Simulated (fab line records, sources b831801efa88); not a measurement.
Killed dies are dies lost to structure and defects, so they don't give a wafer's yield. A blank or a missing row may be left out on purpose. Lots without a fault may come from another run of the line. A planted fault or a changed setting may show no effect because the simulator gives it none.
Which tool did it? | flow sky130 | 11 lots, 32 wafers sampled, at 1 step of a route of 708

WHAT THE GAUGES READ, wafer by wafer
SKY_VIA2_OVL_MEAS_13.
lot  | measured     | on         | VIA2_OVL (nm)
L516 | day 36 19:30 | overlay-02 | 1 -8 -5
L517 | day 37 06:23 | overlay-02 | 9 2 6
L519 | day 38 11:22 | overlay-02 | -1 4 5
L521 | day 38 16:56 | overlay-02 | 8 5 5
L524 | day 39 23:08 | overlay-01 | 4 4 -1
L526 | day 40 15:11 | overlay-01 | -5 -4 -4
L527 | day 40 19:13 | overlay-02 | -6 0
L528 | day 40 20:40 | overlay-01 | 9 1 0
L530 | day 41 03:28 | overlay-02 | 1 5 4
L534 | day 42 22:50 | overlay-01 | -3 -4 -10
L537 | day 43 05:14 | overlay-02 | -6 -4 1

WHICH TOOL RAN EACH LOT (tool, then ch and the chambers of the sampled wafers, then the start)
The record holds no process step before these readings.

THE ANSWER, worked out from the rows above alone
Rule: what is usual is taken from the lots themselves. Put in order of their means at a reading, lots are off if they are a third of the lots or fewer, leave a main group of 4 or more, and stand apart from it by a gap of 3 or more times the standard deviation of the main group's means; of several such gaps the widest counts. A main group whose means are all the same, to the digits that the tables above print for the reading, isn't used. A lot without any number at a reading at which 4 lots or more have one is off too. The other lots that the step has rows for count as sound.
No lot is off at any reading shown: from this, nothing can be told.

WHAT THE SIMULATOR HAD PUT IN
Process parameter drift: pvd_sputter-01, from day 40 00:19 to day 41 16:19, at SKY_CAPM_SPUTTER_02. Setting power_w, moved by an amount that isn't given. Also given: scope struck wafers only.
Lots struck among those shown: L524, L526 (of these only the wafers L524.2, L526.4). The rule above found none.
